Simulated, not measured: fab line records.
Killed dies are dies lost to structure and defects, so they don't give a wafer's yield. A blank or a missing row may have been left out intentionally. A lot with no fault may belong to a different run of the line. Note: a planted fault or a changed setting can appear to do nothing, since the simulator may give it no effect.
Chamber matching | flow sky130 | SKY_LI_CONTACT_ETCH_15 on rie diel-01 has 3 sister chambers
The step etches PSG in C4F8/O2/Ar, stops on Si, target depth 600 nm. 6 wafers are shown with their chamber, then 8 later ones without.

== EACH WAFER AND ITS CHAMBER ==
wafer  | chamber | oes product au (a.u.)
L090.5 | 1       | 0.836
L090.6 | 0       | 0.848
L091.1 | 0       | 0.842
L091.2 | 3       | 0.839
L091.3 | 1       | 0.840
L091.4 | 3       | 0.840

== WAFERS MISSING THEIR CHAMBER ==
wafer  | oes product au (a.u.)
L091.5 | 0.837
L091.6 | 0.825
L092.1 | 0.839
L092.2 | 0.837
L092.3 | 0.839
L092.4 | 0.846
L092.5 | 0.835
L092.6 | 0.845

== THE CHAMBER EACH PASSED THROUGH ==
wafer  | from the rows above          | in truth
L091.5 | can't be placed: 1 or 3      | 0
L091.6 | can't be placed: 1 or 3      | 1
L092.1 | can't be placed: 3 or 1 or 0 | 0
L092.2 | can't be placed: 1 or 3      | 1
L092.3 | can't be placed: 3 or 1 or 0 | 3
L092.4 | can't be placed: 0 or 3      | 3
L092.5 | can't be placed: 1 or 3      | 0
L092.6 | can't be placed: 0 or 3      | 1
Placed correctly: 0 of 8. Unplaceable from these rows: 8, with the true chamber sitting among the candidates in 5. Wrongly placed: 0.
How it was worked out, from the rows above alone: a wafer's distance from a chamber is the root of the sum, over the readings, of the square of ((its reading less the chamber's mean) divided by the reading's scatter). The wafer belongs to the nearest chamber; if the next one is less than 2 further off, it can't be placed. A chamber's mean is the mean of its shown wafers. The scatter: take each reading less its chamber's mean, square it, sum over the shown wafers, divide by the number of wafers less the number of chambers, and take the root.
